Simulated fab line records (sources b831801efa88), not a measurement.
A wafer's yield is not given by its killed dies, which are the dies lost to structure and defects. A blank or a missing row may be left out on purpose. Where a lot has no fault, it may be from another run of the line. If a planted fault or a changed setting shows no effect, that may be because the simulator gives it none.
Struck lot and sound lot, side by side ; flow sfq line ; 13 out of 325 route steps
Sound: these wafers, L826.1, L826.5, L826.6. Struck: wafer L824.2. (L824.1 of the same lot was not struck and is left out.) The cause comes at the end.
Per side, at each step with rows, come the tool, then ch with its chambers, and then its first start. Under that, the readings that differ: sound wafers ; struck wafers ; difference of the means ; sigmas: that difference in standard deviations of wafers without a fault.
alike: readings whose means differ by less than 2 such deviations, and words and numbers that are the same on both sides. not compared: withheld readings, readings that some wafer has no value for, bounds like >300 that may hide the same value, and numbers for which the record gives no deviation and whose values overlap.
Wherever a step has rows on one side only, a row that says differs or no value, or a row with sigmas, the two part there. Non-overlapping numbers with no deviation appear without sigmas and do not part them. A reading that every wafer of one side lacks parts them only if that side has two wafers or more.

first, 6 steps without rows for these wafers: SFQ_TRILAYER_M1_LITHO_COAT_044 (resist thk 62 nm); SFQ_TRILAYER_M1_LITHO_COAT_039 (resist thk 600 nm); SFQ_TRILAYER_M1_LITHO_SOFTBAKE_043; SFQ_TRILAYER_M1_LITHO_EXPOSE_040 (exposes mask M1, target cd 500 nm); SFQ_TRILAYER_M1_LITHO_PEB_042 (peb time 60 s); SFQ_TRILAYER_M1_LITHO_DEVELOP_041 (time 60 s).
SFQ_M1_OVL_MEAS_911:
  sound on overlay-01 at day 27 11:08; struck on overlay-01 at day 27 08:44
  alike: M1_OVL
SFQ_TRILAYER_M1_BARC_OPEN_METAL_ETCH_054: etches BARC in O2, target depth 125 nm, time 41.7 s.
  sound on rie metal-04 ch 0,1, day 27 11:10; struck on rie metal-03 ch 0, day 27 08:46
reading;sound;struck;difference;sigmas
drypump motor current A (A);5.2 6.4 5.1;6.6;+1.0;+2
  alike: oes product au, rf fwd power W
  not compared: rf hours counter h
SFQ_TRILAYER_M1_ETCH_METAL_ETCH_042: etches Nb in Cl2/Ar, stops on SiO2, target depth 240 nm, time 120 s.
  sound on rie metal-04 ch 0,1, day 27 11:14; struck on rie metal-03 ch 0, day 27 08:53
reading;sound;struck;difference;sigmas
drypump motor current A (A);5.1 6.4 5.2;6.6;+1.0;+2
  alike: oes product au, rf fwd power W
  not compared: rf hours counter h
SFQ_TRILAYER_M1_STRIP_STRIP_043: strips in O2.
  sound on rie metal-04 ch 0,1, day 27 11:22; struck on rie metal-03 ch 0, day 27 09:08
  alike: drypump motor current A, oes product au
  not compared: rf hours counter h
then, 1 step without rows for these wafers: SFQ_TRILAYER_M1_STRIP_SOLV_CLEAN_044 (cleans in NMP, time 600 s).
SFQ_TRILAYER_I1_DEP_PECVD_045: deposits SiO2 from SiH4/N2O, time 111.11 s, target thk 500 nm.
  sound on pecvd-01 ch 0,2, day 27 12:08; struck on pecvd-04 ch 2, day 27 10:31
reading;sound;struck;difference;sigmas
run length s (s);139.4 139.4 138.5;145.8;+6.7;+12
throttle valve pct (%);26.7 26.7 25.3;22.3;-3.9;-2
model.SiO2_of_TRILAYER_I1_DEP_PECVD_045.thk nm (nm);485.7 495.6 498.8;515.8;+22.4;
  alike: chamber pressure Torr, heater power outer w, heater power w, rf fwd power W
SFQ_TRILAYER_I1_CMP_CMP_046: polishes SiO2.
  sound on cmp-02 ch 1,2, day 27 16:09; struck on cmp-02 ch 0, day 27 13:09
reading;sound;struck;difference;sigmas
time to endpoint s (s);205 211 222;232;+19;+3
  alike: motor current A, slurry filter dp kPa

## WHERE THEY PART
At SFQ_TRILAYER_M1_BARC_OPEN_METAL_ETCH_054 first; at SFQ_TRILAYER_I1_CMP_CMP_046 last (within this record only).

WHY: what the simulator had put in
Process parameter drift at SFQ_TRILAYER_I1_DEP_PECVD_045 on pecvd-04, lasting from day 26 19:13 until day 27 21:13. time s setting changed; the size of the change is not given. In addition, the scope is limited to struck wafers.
